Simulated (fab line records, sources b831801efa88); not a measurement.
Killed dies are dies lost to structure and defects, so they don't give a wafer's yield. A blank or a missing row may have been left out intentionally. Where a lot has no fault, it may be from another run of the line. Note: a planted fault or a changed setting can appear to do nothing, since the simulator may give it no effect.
Problem report in the 8D (eight disciplines) form, filled by code -- flow sky130 -- the parts of the form that need people (team, actions taken, sign-off) are left out

== 1. PROBLEM STATEMENT ==
Wafers without a fault read 15, standard deviation 4.8; killedAtFrontEnd at SKY_PAD_OPEN_PROBE_99 reads a mean of 56 on 3 wafers belonging to 2 lots. Relative to the usual mean, that is a shift of +8.6 standard deviations.
The first sign was on wafer L427.2 at day 51 05:09, on prober-01. At this step, 6 wafers from 2 lots have a number in the record. By rule, "out" or "out of limits" means more than 4 standard deviations away from the usual mean. All remaining wafers that have a number are taken as sound.

== 2. WHAT IT IS, WHAT IT ISN'T ==
question,is,is not
which readings at this step,killedAtFrontEnd,"killed_at_M0_to_M3, killed_at_M4_up, killedAtContacts, killedAtOther, killedOpen, killedShort"
which lots,"L426, L427",-
which wafers of those lots,"L426.2, L427.2, L427.6","L426.4, L426.6, L427.1"
read on which tools,prober-01,-
when,from day 51 05:09,up to then (1 sound wafer); but 2 sound wafers of L426 came after

== 3. SUSPECTS, AND WHAT RULES EACH OUT ==
Counting: a tool at a process step up to the reading stays a suspect if it ran every lot that is out. Sound lots after the first of them don't rule it out here, since some wafers of a struck lot are sound.
- plasmaAsher-03 at SKY_VT_ADJUST_LVTN_STRIP_20 (strips in O2/N2): kept. It ran every lot that is out, first L426 (day 14 21:05).
- cmp-02 at SKY_VIA3_CMP_24 (polishes, stops on SiO2, t overpolish 20 s, target thk 0 nm): kept. It ran every lot that is out, first L427 (day 46 14:07).
- prober-01 at SKY_PAD_OPEN_PROBE_99: kept. It ran every lot that is out, first L427 (day 51 05:06). Its own killedAtFrontEnd readings are out on those wafers.
- Within plasmaAsher-03 at SKY_VT_ADJUST_LVTN_STRIP_20, the wafers that are out were processed in chamber 1 and their sound lot-mates in chamber 0.
The count leaves plasmaAsher-03 at SKY_VT_ADJUST_LVTN_STRIP_20, cmp-02 at SKY_VIA3_CMP_24, and prober-01 at SKY_PAD_OPEN_PROBE_99.

== 4. THE CAUSE (what the simulator had put in) ==
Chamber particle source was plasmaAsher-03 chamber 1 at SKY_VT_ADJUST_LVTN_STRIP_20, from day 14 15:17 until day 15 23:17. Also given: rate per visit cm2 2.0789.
This tool is one of the 3 suspects left after counting.

== 5. THE EFFECT CHAIN, in route order ==
Rows list readings where the struck wafers' mean (over those with a number) sits beyond 3 standard deviations from the usual. Scope: only readings with a usual standard deviation given in the record; hours: median across lots of the time from each lot's start at the first step in this table that gives one to its start at this step; sigmas: change in usual standard deviations.
hours,step,reading,usual,on struck wafers,change,sigmas
0,SKY_PAD_OPEN_PROBE_99,killedAtFrontEnd,15,56,+41,+8.6
0,SKY_PAD_OPEN_PROBE_99,killedDies,84,132,+48,+4.8
It contains these process steps:
- SKY_PAD_OPEN_PROBE_99

== 6. WHAT WOULD HAVE CAUGHT IT SOONER ==
In this record no reading fell out of limits until day 51 05:09, 878 hours after the fault had begun at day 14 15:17.
Tool readings at SKY_VT_ADJUST_LVTN_STRIP_20 with a usual standard deviation given in the record: none out on any struck wafer, hence no alarm at a limit of 4 standard deviations on them.
Each of the lots that are out, 2 in all, had begun SKY_VT_ADJUST_LVTN_STRIP_20 on plasmaAsher-03 no later than day 51 05:09. Holding the tool at that point would not have protected any of them.
